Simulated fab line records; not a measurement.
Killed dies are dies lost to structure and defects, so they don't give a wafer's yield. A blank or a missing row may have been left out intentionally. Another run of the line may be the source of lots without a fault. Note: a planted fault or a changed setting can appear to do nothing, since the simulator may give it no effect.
Which tool is to blame? -- flow sky130 -- 12 lots (36 wafers sampled), 1 step of a 708-step route

## WHAT EACH GAUGE READ, for each wafer
SKY_VT_ADJUST_HVTR_OVL_MEAS_08.
lot,measured,on,VT_ADJUST_HVTR_OVL (nm)
L075,day 9 18:15,overlay-02,-0.8 0.1 -0.3
L077,day 10 07:10,overlay-01,-0.3 -0.6 -1.1
L079,day 10 21:25,overlay-01,-0.5 0.1 -0.3
L081,day 11 14:14,overlay-02,0.5 -0.1 0.3
L083,day 12 18:22,overlay-01,1.0 1.4 2.7
L084,day 12 21:38,overlay-02,0.5 -0.3 -0.9
L087,day 13 14:19,overlay-02,0.8 0.6 -0.1
L089,day 13 22:23,overlay-01,-1.5 1.1 0.2
L091,day 14 23:16,overlay-02,-1.7 -2.8 -0.8
L093,day 15 06:38,overlay-02,-1.7 -0.2 -1.9
L095,day 15 20:29,overlay-01,-0.1 -1.5 -0.8
L097,day 16 14:22,overlay-02,1.4 2.6 3.3

## WHAT TOOL EACH LOT RAN ON (gives the tool, then ch and the chambers of the sampled wafers, and finally the start)
There is no process step in the record ahead of these readings.

## THE ANSWER, worked out from the rows above alone
Rule: what is usual is taken from the lots themselves. Put in order of their means at a reading, lots are off if they are a third of the lots or fewer, leave a main group of 4 or more, and stand apart from it by a gap of 3 or more times the standard deviation of the main group's means; of several such gaps the widest counts. The tables above print the reading to a certain number of digits; a main group whose means all agree to those digits is not used. Also off: a lot with no number at a reading for which 4 or more lots have one. Any other lot the step has rows for is counted as sound.
No lot is off on any of the readings shown, so nothing can be concluded from this.

## WHAT HAD BEEN PUT IN BY THE SIMULATOR
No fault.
